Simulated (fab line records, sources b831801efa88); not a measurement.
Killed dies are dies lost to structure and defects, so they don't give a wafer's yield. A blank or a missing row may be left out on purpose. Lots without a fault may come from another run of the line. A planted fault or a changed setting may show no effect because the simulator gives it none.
A struck lot beside a sound one | flow sky130 | 17 steps out of a route of 708
Sound: wafers L234.1, L234.3, L234.4. Struck: wafers L247.1, L247.2, L247.3. The cause comes at the end.
At each step with rows: each side's tool, then ch and its chambers, then its first start. Under that, the readings that differ: sound wafers | struck wafers | difference of the means | sigmas: that difference in standard deviations of wafers without a fault.
alike: readings whose means differ by less than 2 such deviations, and words and numbers that are the same on both sides. not compared: withheld readings, readings that some wafer has no value for, bounds like >300 that may hide the same value, and numbers for which the record gives no deviation and whose values overlap.
The two part at a step that has a row with sigmas, a row that says differs or no value, or rows on one side only. Numbers that don't overlap but have no deviation are shown without sigmas and don't part them. A reading that every wafer of one side lacks parts them only if that side has two wafers or more.

SKY_VT_ADJUST_LVTN_OVL_MEAS_07:
  sound on overlay-01, day 8 15:59; struck on overlay-02, day 12 06:05
  alike: VT_ADJUST_LVTN_OVL
then, 1 step without rows for these wafers: SKY_VT_ADJUST_LVTN_IMPLANT_08.
SKY_VT_ADJUST_LVTN_STRIP_09: strips in O2/N2.
  sound on plasma_asher-03 ch 0,1, day 8 16:10; struck on plasma_asher-04 ch 0,1, day 12 06:25
  alike: drypump_motor_current_A, oes_product_au, strip_time_to_endpoint_s
  not compared: rf_hours_counter_h
SKY_VT_ADJUST_LVTN_TW_MEAS_10:
  sound on film_metro-04, day 8 16:16; struck on film_metro-04, day 12 06:31
  alike: VT_ADJUST_LVTN_TW
then, 7 steps without rows for these wafers: SKY_VT_ADJUST_LVTN_DEHYDRATE_11 (time 60 s); SKY_VT_ADJUST_LVTN_HMDS_12 (prime time 60 s); SKY_VT_ADJUST_LVTN_COAT_13 (resist thk 1140 nm); SKY_VT_ADJUST_LVTN_SOFTBAKE_14 (time 60 s); SKY_VT_ADJUST_LVTN_EXPOSE_15 (exposes mask HVN STD DERIVED, target cd 600 nm); SKY_VT_ADJUST_LVTN_PEB_16; SKY_VT_ADJUST_LVTN_DEVELOP_17 (develop time 61.52 s).
SKY_VT_ADJUST_LVTN_OVL_MEAS_18:
  sound on overlay-01, day 9 13:23; struck on overlay-02, day 13 08:05
  alike: VT_ADJUST_LVTN_01_OVL
SKY_VT_ADJUST_LVTN_IMPLANT_19:
  sound on implanter-01 ch 0, day 9 13:25; struck on implanter-01 ch 0, day 13 08:07
  reading            | sound           | struck            | difference | sigmas
  beam_on_s (s)      | 9.95 10.08 9.83 | 12.53 12.05 12.56 | +2.43      | +11
  faraday_current_uA | 3.69 3.62 3.72  | 2.92 3.02 2.93    | -0.72      | -9
SKY_VT_ADJUST_LVTN_STRIP_20: strips in O2/N2.
  sound on plasma_asher-04 ch 0,1, day 9 13:34; struck on plasma_asher-04 ch 0,1, day 13 08:16
  alike: drypump_motor_current_A, oes_product_au, strip_time_to_endpoint_s
  not compared: rf_hours_counter_h
SKY_VT_ADJUST_LVTN_TW_MEAS_21:
  sound on film_metro-04, day 9 13:40; struck on film_metro-04, day 13 08:22
  reading             | sound             | struck            | difference | sigmas
  VT_ADJUST_LVTN_2_TW | 188.2 188.5 188.6 | 198.1 198.3 198.9 | +10.0      | +8
then, 1 step without rows for these wafers: SKY_VT_ADJUST_NCORE_DEHYDRATE_00 (time 60 s).
-- the record jumps here: 37 days lie between the struck wafers' starts before and after (it left off in module VT_ADJUST_NCORE and takes up again in module PAD_OPEN, whose first step shown is number 708 of the route) --
SKY_PAD_OPEN_PROBE_99:
  sound on prober-01, day 47 17:17; struck on prober-01, day 50 13:47
  reading                                    | sound                | struck               | difference | sigmas
  killed_dies                                | 85 70 70             | 95 110 88            | +23        | +2
  killed_short                               | 39 28 33             | 44 48 55             | +16        | +2
  model.etest.res_pwell_under_gate.rs_ohm_sq | 2279 2285 2286       | 2252 2243 2259       | -32        |
  model.etest.nfet_g5v0d10v5.body_rise_v (V) | 0.7116 0.7155 0.7237 | 0.7431 0.7336 0.7407 | +0.0222    |
  model.etest.nfet_16v.body_rise_v (V)       | 0.7084 0.7146 0.723  | 0.7426 0.7301 0.7394 | +0.0220    |
  alike: killed_at_M0_to_M3, killed_at_M4_up, killed_at_contacts, killed_at_front_end, killed_at_other, killed_on_rim, killed_open

WHERE THEY PART
First at SKY_VT_ADJUST_LVTN_IMPLANT_19; last, within this record, at SKY_PAD_OPEN_PROBE_99.

WHY: what the simulator had put in
Process parameter drift: implanter-01, from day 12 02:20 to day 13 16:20, at SKY_VT_ADJUST_LVTN_IMPLANT_19. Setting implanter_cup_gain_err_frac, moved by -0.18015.
